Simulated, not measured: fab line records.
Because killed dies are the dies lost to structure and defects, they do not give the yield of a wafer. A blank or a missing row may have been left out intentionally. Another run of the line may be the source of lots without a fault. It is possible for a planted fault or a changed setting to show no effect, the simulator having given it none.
A sampling plan put to the test ; flow gf180mcu ; each of the 16 faults these records tell of, on one fab line, judged from the records of the lots it struck
The plan is the line's own looks: the steps of the route at which a gauge or an inspection reads the wafer and doesn't change it. Where struck wafers have a number at a look and the file lists that look's usual mean and standard deviation on fault-free wafers, the look can be judged. Caught: a look later than the fault's first step finds the struck wafers' mean 4 or more of those standard deviations (sigma) from the usual mean. On the tool: the fault's steps, tested the same way using the tool's own readings. It also counts as caught if the struck wafers ran another recipe or if their record alone is blank.

== THE FAULTS, as the simulator had put them in ==
1. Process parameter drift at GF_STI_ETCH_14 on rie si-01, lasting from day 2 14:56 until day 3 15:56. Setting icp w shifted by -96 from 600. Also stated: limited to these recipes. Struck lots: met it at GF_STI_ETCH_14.
2. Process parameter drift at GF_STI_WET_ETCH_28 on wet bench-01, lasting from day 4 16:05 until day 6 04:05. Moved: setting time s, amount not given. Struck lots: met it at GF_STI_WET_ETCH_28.
3. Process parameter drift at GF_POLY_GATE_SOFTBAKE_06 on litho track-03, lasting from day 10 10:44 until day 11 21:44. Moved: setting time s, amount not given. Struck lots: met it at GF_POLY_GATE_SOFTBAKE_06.
4. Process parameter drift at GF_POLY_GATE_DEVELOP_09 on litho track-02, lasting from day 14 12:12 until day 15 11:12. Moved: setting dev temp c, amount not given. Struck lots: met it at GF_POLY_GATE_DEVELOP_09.
5. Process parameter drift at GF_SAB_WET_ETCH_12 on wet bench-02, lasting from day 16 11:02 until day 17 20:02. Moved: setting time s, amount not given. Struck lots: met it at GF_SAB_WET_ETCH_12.
6. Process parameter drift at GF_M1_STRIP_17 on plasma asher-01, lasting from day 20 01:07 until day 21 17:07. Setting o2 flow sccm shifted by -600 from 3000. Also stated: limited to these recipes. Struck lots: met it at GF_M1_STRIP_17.
7. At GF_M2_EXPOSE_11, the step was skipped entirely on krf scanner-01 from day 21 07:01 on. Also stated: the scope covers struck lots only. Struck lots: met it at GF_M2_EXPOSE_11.
8. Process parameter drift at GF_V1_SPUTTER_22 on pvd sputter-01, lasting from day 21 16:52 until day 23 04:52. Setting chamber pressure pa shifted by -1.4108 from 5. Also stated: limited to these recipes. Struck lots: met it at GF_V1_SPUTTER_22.
9. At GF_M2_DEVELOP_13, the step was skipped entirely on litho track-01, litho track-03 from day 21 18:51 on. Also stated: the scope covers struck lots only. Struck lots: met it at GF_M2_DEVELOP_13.
10. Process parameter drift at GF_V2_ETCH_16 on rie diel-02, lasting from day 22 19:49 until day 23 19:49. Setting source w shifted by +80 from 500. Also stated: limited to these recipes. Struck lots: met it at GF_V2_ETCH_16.
11. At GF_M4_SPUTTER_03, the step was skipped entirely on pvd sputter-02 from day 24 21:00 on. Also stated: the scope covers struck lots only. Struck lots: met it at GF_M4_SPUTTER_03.
12. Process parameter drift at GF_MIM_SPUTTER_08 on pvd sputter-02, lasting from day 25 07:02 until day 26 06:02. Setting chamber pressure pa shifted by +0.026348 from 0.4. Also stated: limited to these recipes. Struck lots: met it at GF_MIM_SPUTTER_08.
13. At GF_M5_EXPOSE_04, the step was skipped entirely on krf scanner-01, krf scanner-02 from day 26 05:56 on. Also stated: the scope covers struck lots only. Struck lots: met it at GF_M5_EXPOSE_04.
14. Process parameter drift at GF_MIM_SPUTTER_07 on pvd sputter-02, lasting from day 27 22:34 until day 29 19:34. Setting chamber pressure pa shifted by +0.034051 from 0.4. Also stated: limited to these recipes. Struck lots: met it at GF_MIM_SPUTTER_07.
15. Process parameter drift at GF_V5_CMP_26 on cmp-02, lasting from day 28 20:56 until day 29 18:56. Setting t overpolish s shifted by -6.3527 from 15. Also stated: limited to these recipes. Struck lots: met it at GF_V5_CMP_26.
16. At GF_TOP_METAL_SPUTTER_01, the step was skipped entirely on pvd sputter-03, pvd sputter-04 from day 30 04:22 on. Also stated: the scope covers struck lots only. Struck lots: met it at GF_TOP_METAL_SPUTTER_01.

== WHAT THE PLAN SAW ==
fault;on the tool itself;first look that catches it;reading, sigma;median hours from its first step to that look;hours from the fault's start to the first struck lot there;judged looks passed uncaught
1;rf fwd power W -47 sigma;none of the 3 looks that can be judged after it;-;-;-;3
2;run length s -7.0 sigma;none of the 2 looks that can be judged after it;-;-;-;2
3;run length s +26 sigma;none of the 2 looks that can be judged after it;-;-;-;2
4;developer temp C -5.9 sigma;not the one look that can be judged after it;-;-;-;1
5;run length s -42 sigma;not the one look that can be judged after it;-;-;-;1
6;o2 flow sccm -63 sigma;not the one look that can be judged after it;-;-;-;1
7;no reading that can be judged;no look after it can be judged;-;-;-;0
8;chamber pressure pa -99 or beyond sigma;no look after it can be judged;-;-;-;0
9;the tool's record is blank for the struck wafers;no look after it can be judged;-;-;-;0
10;rf fwd power W +33 sigma;none of the 2 looks that can be judged after it;-;-;-;2
11;the tool's record is blank for the struck wafers;not the one look that can be judged after it;-;-;-;1
12;chamber pressure pa +32 sigma;no look after it can be judged;-;-;-;0
13;no reading that can be judged;no look after it can be judged;-;-;-;0
14;chamber pressure pa +35 sigma;no look after it can be judged;-;-;-;0
15;overpolish run s -99 or beyond sigma;no look after it can be judged;-;-;-;0
16;the tool's record is blank for the struck wafers;no look after it can be judged;-;-;-;0
A dash: the fault is not caught, or the number is missing from these records.

Caught at a look: 0 of 16. Caught on the tool: 14 of 16. By one or the other: 14 of 16.
Caught on the tool alone: faults 1, 2, 3, 4, 5, 6, 8, 9, 10, 11, 12, 14, 15, 16.
Caught by neither: faults 7, 13.
